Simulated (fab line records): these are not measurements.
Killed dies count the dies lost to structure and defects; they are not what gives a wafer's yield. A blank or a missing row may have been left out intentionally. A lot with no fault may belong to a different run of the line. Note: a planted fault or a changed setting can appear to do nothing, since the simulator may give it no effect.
Which tool is to blame? | flow sky130 | 15 lots with 43 wafers sampled at 3 steps, on a route of 708 steps

WHAT THE GAUGES SHOWED, per wafer
SKY_VIA1_OVL_MEAS_13. Usual: for VIA1_OVL the level is 1 nm and the standard deviation is 6.3.
lot  | measured     | on         | VIA1_OVL (nm) | flag
L734 | day 33 10:23 | overlay-01 | 0 7 5         |
L735 | day 34 01:15 | overlay-02 | 4 5 3         |
L737 | day 36 02:30 | overlay-02 | 10 -1 -2      |
L736 | day 36 02:49 | overlay-02 | 4 -2 0        |
L738 | day 36 03:46 | overlay-01 | 2 -4 2        |
L740 | day 36 05:16 | overlay-02 | -3 -3 -5      |
L741 | day 36 06:34 | overlay-02 | -8 -9 -12     |
L739 | day 36 08:19 | overlay-02 | -4 0 1        |
L742 | day 36 20:52 | overlay-02 | 11 9 0        |
L744 | day 36 23:17 | overlay-02 | 6 3 9         |
L745 | day 37 08:37 | overlay-02 | 7 10 12       |
L750 | day 39 08:20 | overlay-01 | -8 -4 -7      |
L754 | day 40 03:55 | overlay-02 | -10 -4        |
L753 | day 40 05:13 | overlay-02 | -4 -3         |
L756 | day 40 18:42 | overlay-01 | 4 -3 0        |

SKY_METAL2_RS_MEAS_05: measures by four-point-probe. Usual: for METAL2_ALCU_RS the level is 0.1264 ohm/sq and the standard deviation is 0.0013.
lot  | measured     | on            | METAL2_ALCU_RS (ohm/sq) | flag
L734 | day 33 12:19 | film-metro-02 | 0.1277 0.1274 0.1262    |
L735 | day 34 02:44 | film-metro-02 | 0.1266 0.1243 0.1258    |
L737 | day 36 04:00 | film-metro-04 | 0.1297 0.1295 0.1303    |
L736 | day 36 04:20 | film-metro-03 | 0.1260 0.1258 0.1264    |
L738 | day 36 05:16 | film-metro-04 | 0.1268 0.1257 0.1267    |
L740 | day 36 06:46 | film-metro-03 | 0.1269 0.1271 0.1264    |
L741 | day 36 08:04 | film-metro-04 | 0.1279 0.1283 0.1289    |
L739 | day 36 09:50 | film-metro-03 | 0.1253 0.1260 0.1271    |
L742 | day 36 22:22 | film-metro-02 | 0.1262 0.1257 0.1256    |
L744 | day 37 00:47 | film-metro-04 | 0.1262 0.1264 0.1267    |
L745 | day 37 10:08 | film-metro-03 | 0.1265 0.1260 0.1263    |
L750 | day 39 09:56 | film-metro-04 | 0.1266 0.1267 0.1267    |
L754 | day 40 05:26 | film-metro-02 | 0.1280 0.1274           |
L753 | day 40 06:48 | film-metro-04 | 0.1255 0.1264           |
L756 | day 40 20:23 | film-metro-02 | 0.1258 0.1246 0.1261    |

SKY_METAL2_OVL_MEAS_16. Usual: for METAL2_OVL the level is 5 nm and the standard deviation is 4.7.
lot  | measured     | on         | METAL2_OVL (nm) | flag
L734 | day 34 15:51 | overlay-02 | 2 3 9           |
L735 | day 35 06:03 | overlay-02 | 4 6 13          |
L737 | day 37 06:02 | overlay-02 | 3 2 0           |
L736 | day 37 06:41 | overlay-02 | 0 -2 -7         |
L738 | day 37 07:16 | overlay-02 | 8 2 13          |
L740 | day 37 09:01 | overlay-01 | 6 11 10         |
L741 | day 37 10:28 | overlay-02 | 7 7 7           |
L739 | day 37 12:17 | overlay-01 | 4 5 6           |
L742 | day 38 01:29 | overlay-01 | 4 7 4           |
L744 | day 38 03:22 | overlay-02 | 5 1 4           |
L745 | day 38 12:35 | overlay-02 | 12 1 7          |
L750 | day 40 10:03 | overlay-01 | 11 3 7          |
L754 | day 41 06:40 | overlay-01 | 3 5             |
L753 | day 41 07:56 | overlay-01 | 10 1            |
L756 | day 41 21:07 | overlay-02 | 2 5 -6          |

WHAT TOOL EACH LOT RAN ON (gives the tool, then ch and the chambers of the sampled wafers, and finally the start)
Record: no process step prior to these readings.

WHAT THE TOOLS THEMSELVES READ (means of the sampled wafers that have a number; where no wafer has one, the mark that the record gives instead)
The record holds no such reading with a usual standard deviation.

THE ANSWER, worked out from the rows above alone
Rule: lot off if the mean of its wafers having a number is beyond 3 standard deviations from the usual mean. Also off: a lot with no number at a reading for which 4 or more lots have one. The other lots that the step has rows for count as sound. First the gauges in route order, then the tools' own readings, where a lot's mean is used as printed above. The first step at which some lot is off is used, and at that step the reading that is off furthest; a lot without a number counts as furthest.
Nothing can be told from this: no lot is off at any reading shown.

WHAT HAD BEEN PUT IN BY THE SIMULATOR
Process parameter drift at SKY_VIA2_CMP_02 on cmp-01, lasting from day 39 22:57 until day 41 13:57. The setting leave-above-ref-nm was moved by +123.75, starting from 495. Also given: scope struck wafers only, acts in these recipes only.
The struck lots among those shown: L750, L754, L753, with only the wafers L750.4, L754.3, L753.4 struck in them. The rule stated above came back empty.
